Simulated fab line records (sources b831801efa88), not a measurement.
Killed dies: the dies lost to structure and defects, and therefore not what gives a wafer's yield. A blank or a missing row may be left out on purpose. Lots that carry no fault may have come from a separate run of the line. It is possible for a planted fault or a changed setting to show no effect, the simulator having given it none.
Which of the tools did it? ; flow sky130 ; 12 lots, 36 wafers sampled, at 5 steps of a route of 708

== WHAT THE GAUGES SHOWED, per wafer ==
SKY_VIA1_CD_MEAS_12: the cd target is 150 nm. Usual: cdNm at 150.4 nm, with a standard deviation of 1.6.
lot;measured;on;cdNm (nm);flag
L234;day 33 22:11;cdSem-02;153.3 151.8 150.9;
L235;day 34 00:09;cdSem-02;147.9 147.8 147.5;
L236;day 34 07:18;cdSem-01;151.4 152.1 152.4;
L238;day 36 07:34;cdSem-01;150.2 150.0 150.2;
L240;day 36 09:41;cdSem-01;150.9 150.4 149.2;
L242;day 36 14:35;cdSem-01;150.2 148.1 148.8;
L246;day 38 02:46;cdSem-01;148.3 149.1 150.4;
L247;day 38 06:04;cdSem-01;149.5 149.3 149.0;
L249;day 38 10:48;cdSem-02;149.9 148.5 149.1;
L248;day 38 13:15;cdSem-02;151.3 151.7 151.6;
L252;day 39 09:10;cdSem-02;152.8 149.3 149.0;
L255;day 40 01:59;cdSem-02;151.8 150.0 152.1;

SKY_METAL5_THK_MEAS_06: measures by xrf. Usual: METAL5_ALCU_THK 1144 nm, standard deviation 20.
lot;measured;on;METAL5_ALCU_THK (nm);flag
L234;day 42 18:43;filmMetro-01;1119 1146 1119;
L235;day 43 01:16;filmMetro-04;1142 1136 1142;
L236;day 43 04:38;filmMetro-02;1156 1136 1137;
L242;day 45 05:04;filmMetro-01;1124 1115 1130;
L246;day 46 10:33;filmMetro-04;1103 1099 1095;
L247;day 46 12:28;filmMetro-01;1140 1121 1143;
L249;day 46 13:07;filmMetro-02;1122 1141 1144;
L248;day 46 17:14;filmMetro-02;1148 1156 1155;
L252;day 47 09:39;filmMetro-04;1133 1121 1115;
L255;day 48 01:01;filmMetro-04;1138 1138 1153;

== WHAT TOOL EACH LOT RAN ON (gives the tool, then ch and the chambers of the sampled wafers, and finally the start) ==
lot;SKY_METAL3_DESCUM_15;SKY_METAL4_SPUTTER_02;SKY_METAL4_METAL_ETCH_18
L234;rieMetal-01 ch 1, day 38 13:08;pvdSputter-01, day 39 16:22;rieMetal-04 ch 0,1, day 41 16:34
L235;rieMetal-02 ch 0, day 38 17:16;pvdSputter-01, day 39 21:02;rieMetal-01 ch 0,1, day 41 22:49
L236;rieMetal-02 ch 0,1, day 38 22:55;pvdSputter-04, day 40 02:44;rieMetal-04 ch 0,1, day 42 03:04
L238;rieMetal-03 ch 0, day 40 19:07;pvdSputter-01, day 41 21:58;rieMetal-04 ch 0,1, day 43 21:37
L240;rieMetal-01 ch 0,1, day 41 00:43;pvdSputter-01, day 42 03:56;rieMetal-02 ch 0,1, day 44 03:16
L242;rieMetal-02 ch 0,1, day 41 01:04;pvdSputter-03, day 42 04:11;rieMetal-04 ch 1, day 44 04:13
L246;rieMetal-03 ch 0,1, day 42 09:10;pvdSputter-03, day 43 11:49;rieMetal-01 ch 0,1, day 45 10:35
L247;rieMetal-01 ch 0,1, day 42 12:29;pvdSputter-04, day 43 15:37;rieMetal-01 ch 0,1, day 45 12:16
L249;rieMetal-02 ch 0,1, day 42 14:31;pvdSputter-04, day 43 17:04;rieMetal-01 ch 0, day 45 14:01
L248;rieMetal-02 ch 0,1, day 42 19:05;pvdSputter-04, day 43 21:40;rieMetal-01 ch 1, day 45 18:16
L252;rieMetal-01 ch 0,1, day 43 13:35;pvdSputter-04, day 44 14:40;rieMetal-04 ch 0,1, day 46 10:31
L255;rieMetal-03 ch 0,1, day 44 06:56;pvdSputter-03, day 45 07:32;rieMetal-02 ch 1, day 47 01:52
- SKY_METAL3_DESCUM_15: chemistry O2, time 8 s.
- SKY_METAL4_SPUTTER_02: material AlCu, target thk 735 nm, time 39.1 s.
- SKY_METAL4_METAL_ETCH_18: etches the open film in Cl2/BCl3, stops on SiO2, target depth 845 nm, time 183.1 s.

== AS READ BY THE TOOLS THEMSELVES (means over the sampled wafers that have a number; for cases with no such wafer, the mark the record gives instead) ==
SKY_METAL3_DESCUM_15. Usual: drypumpMotorCurrentA 5.6 A, standard deviation 0.35; oesProductAu 1.004 a.u., standard deviation 0.01.
lot;tool;drypumpMotorCurrentA (A);oesProductAu (a.u.);flag
L234;rieMetal-01;5.2;0.996;
L235;rieMetal-02;5.8;1.003;
L236;rieMetal-02;5.6;1.005;
L238;rieMetal-03;6.0;0.991;
L240;rieMetal-01;5.6;1.001;
L242;rieMetal-02;5.6;1.018;
L246;rieMetal-03;5.8;1.010;
L247;rieMetal-01;5.4;0.996;
L249;rieMetal-02;5.3;1.014;
L248;rieMetal-02;5.3;1.003;
L252;rieMetal-01;5.4;0.997;
L255;rieMetal-03;5.8;1.007;

SKY_METAL4_SPUTTER_02. Usual: chamberPressurePa 0.4001 Pa, standard deviation 0.00074; throttleValvePct 29.7 %, standard deviation 0.87.
lot;tool;chamberPressurePa (Pa);throttleValvePct (%);flag
L234;pvdSputter-01;0.4000;29.9;
L235;pvdSputter-01;0.4002;29.8;
L236;pvdSputter-04;0.4003;30.1;
L238;pvdSputter-01;0.4001;30.0;
L240;pvdSputter-01;0.3997;29.3;
L242;pvdSputter-03;0.4004;29.5;
L246;pvdSputter-03;0.3996;29.3;
L247;pvdSputter-04;0.4008;29.3;
L249;pvdSputter-04;0.4003;29.9;
L248;pvdSputter-04;0.4002;29.9;
L252;pvdSputter-04;0.3995;30.5;
L255;pvdSputter-03;0.3997;29.3;

SKY_METAL4_METAL_ETCH_18. Usual: drypumpMotorCurrentA 5.6 A, standard deviation 0.33; oesProductAu 0.864 a.u., standard deviation 0.0067; throttleValvePct 22.264 %, standard deviation 0.0092.
lot;tool;drypumpMotorCurrentA (A);oesProductAu (a.u.);throttleValvePct (%);flag
L234;rieMetal-04;5.8;0.871;22.262;
L235;rieMetal-01;5.4;0.861;22.264;
L236;rieMetal-04;5.8;0.858;22.276;
L238;rieMetal-04;5.8;0.991;22.251;OFF
L240;rieMetal-02;5.6;1.008;22.259;OFF
L242;rieMetal-04;5.9;0.868;22.272;
L246;rieMetal-01;5.6;0.866;22.266;
L247;rieMetal-01;5.6;0.865;22.263;
L249;rieMetal-01;5.8;0.859;22.266;
L248;rieMetal-01;5.2;0.860;22.263;
L252;rieMetal-04;5.8;0.860;22.266;
L255;rieMetal-02;5.1;0.863;22.264;

== THE ANSWER, worked out from the rows above alone ==
Rule: lot off if the mean of its wafers having a number is beyond 3 standard deviations from the usual mean. Also off: a lot with no number at a reading for which 4 or more lots have one. The other lots that the step has rows for count as sound. After the gauges, taken in route order, come the tools' own readings; for these a lot's mean is taken, as printed above. At the first step where some lot is off, the reading lying furthest off is the one used; lots without a number count as furthest.
Off at SKY_METAL4_METAL_ETCH_18 (oesProductAu): L238, L240.
A tool fits if, at that step or a process step before it, it ran every lot that is off, and no sound lot after the first of them. One fits: SKY_METAL4_SPUTTER_02 on pvdSputter-01. A fault onset in the window from L235 (day 39 21:02, its last sound lot) to L238 (day 41 21:58, its first lot off) fits.

== WHAT WAS PUT IN BY THE SIMULATOR ==
Process parameters drifting: pvdSputter-01 at SKY_METAL4_SPUTTER_02, beginning at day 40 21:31. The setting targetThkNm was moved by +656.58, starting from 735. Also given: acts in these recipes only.
Shown lots that were struck: L238, L240. The rule given above showed the same thing.
